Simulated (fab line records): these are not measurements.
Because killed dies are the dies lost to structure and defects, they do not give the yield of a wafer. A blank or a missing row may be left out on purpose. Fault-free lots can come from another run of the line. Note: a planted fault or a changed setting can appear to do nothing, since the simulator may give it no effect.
Chamber matching | flow gf180mcu | rieDiel-01 running GF_M5_ETCH_09: 4 sister chambers
The step etches Si3N4 in CF4/O2, target depth 52 nm, time 11.6 s. 36 wafers are shown with their chamber, then 12 later ones without.

## WAFERS PAIRED WITH THEIR CHAMBERS
wafer  | chamber | drypumpMotorCurrentA (A) | oesProductAu (a.u.) | throttleValvePct (%)
L075.1 | 0       | 5.1                      | 1.011               | 5.970
L075.2 | 2       | 5.9                      | 1.000               | 5.963
L075.3 | 1       | 4.7                      | 0.996               | 5.964
L077.2 | 1       | 4.7                      | 0.990               | 5.964
L077.4 | 0       | 5.1                      | 0.994               | 5.956
L077.5 | 1       | 4.7                      | 0.994               | 5.963
L078.1 | 3       | 6.1                      | 1.007               | 5.967
L078.2 | 2       | 5.9                      | 0.979               | 5.972
L078.3 | 1       | 4.7                      | 0.994               | 5.965
L079.1 | 2       | 5.9                      | 0.994               | 5.980
L079.2 | 3       | 6.0                      | 1.008               | 5.990
L079.3 | 0       | 5.1                      | 1.005               | 5.972
L079.4 | 1       | 4.7                      | 0.994               | 5.944
L079.5 | 2       | 5.9                      | 0.995               | 5.952
L079.6 | 3       | 6.0                      | 1.008               | 5.980
L081.3 | 3       | 6.1                      | 1.008               | 5.982
L081.5 | 3       | 6.1                      | 1.008               | 5.965
L081.6 | 2       | 5.9                      | 0.992               | 5.973
L080.1 | 0       | 5.1                      | 1.004               | 5.978
L080.4 | 3       | 6.1                      | 1.006               | 5.970
L080.5 | 1       | 4.7                      | 1.007               | 5.969
L084.3 | 0       | 5.1                      | 0.997               | 5.968
L084.4 | 2       | 5.9                      | 0.997               | 5.969
L084.5 | 2       | 5.9                      | 0.989               | 5.967
L085.3 | 1       | 4.7                      | 1.010               | 5.983
L085.4 | 0       | 5.1                      | 1.009               | 5.981
L085.6 | 1       | 4.7                      | 0.995               | 5.975
L090.1 | 2       | 5.8                      | 0.983               | 5.953
L090.4 | 3       | 6.1                      | 0.994               | 5.971
L090.6 | 2       | 5.8                      | 0.978               | 5.960
L091.1 | 0       | 5.0                      | 0.992               | 5.958
L091.2 | 1       | 4.7                      | 0.992               | 5.976
L091.3 | 2       | 5.8                      | 0.976               | 5.962
L091.4 | 3       | 6.1                      | 0.990               | 5.979
L091.5 | 0       | 5.1                      | 1.001               | 5.968
L091.6 | 1       | 4.7                      | 0.991               | 5.954

SIGNATURES (averages over the wafers above)
reading              | chamber 0 | chamber 1 | chamber 2 | chamber 3 | scatter within a chamber
drypumpMotorCurrentA | 5.087     | 4.700     | 5.870     | 6.075     | 0.0374
oesProductAu         | 1.00162   | 0.99630   | 0.98830   | 1.00362   | 0.00747
throttleValvePct     | 5.96887   | 5.96570   | 5.96510   | 5.97550   | 0.00948
Rule: a wafer lies at a distance from a chamber equal to the root of the sum of squares, over the readings, of (its reading less the chamber's mean, divided by the reading's scatter). The wafer belongs to the nearest chamber; if the next one is less than 2 further off, it can't be placed. The scatter: take each reading less its chamber's mean, square it, sum over the shown wafers, divide by the number of wafers less the number of chambers, and take the root.

## WAFERS WITH NO CHAMBER GIVEN
wafer  | drypumpMotorCurrentA (A) | oesProductAu (a.u.) | throttleValvePct (%)
L092.4 | 5.0                      | 1.003               | 5.974
L092.5 | 4.7                      | 1.005               | 5.971
L092.6 | 5.9                      | 1.004               | 5.972
L094.1 | 5.1                      | 1.006               | 5.973
L094.2 | 4.7                      | 0.998               | 5.962
L094.3 | 5.9                      | 0.987               | 5.990
L094.4 | 6.1                      | 1.007               | 5.983
L094.5 | 5.9                      | 0.992               | 5.957
L094.6 | 4.7                      | 0.997               | 5.984
L096.1 | 5.1                      | 0.993               | 5.974
L096.2 | 5.8                      | 0.991               | 5.972
L096.5 | 6.1                      | 0.989               | 5.972

## CHAMBER TAKEN BY EACH
wafer  | from the rows above | in truth
L092.4 | 0                   | 0
L092.5 | 1                   | 1
L092.6 | 2                   | 2
L094.1 | 0                   | 0
L094.2 | 1                   | 1
L094.3 | 2                   | 2
L094.4 | 3                   | 3
L094.5 | 2                   | 2
L094.6 | 1                   | 1
L096.1 | 0                   | 0
L096.2 | 2                   | 2
L096.5 | 3                   | 3
Correctly placed: 12 of 12. Number that these rows cannot place: 0. Placed wrongly: 0.
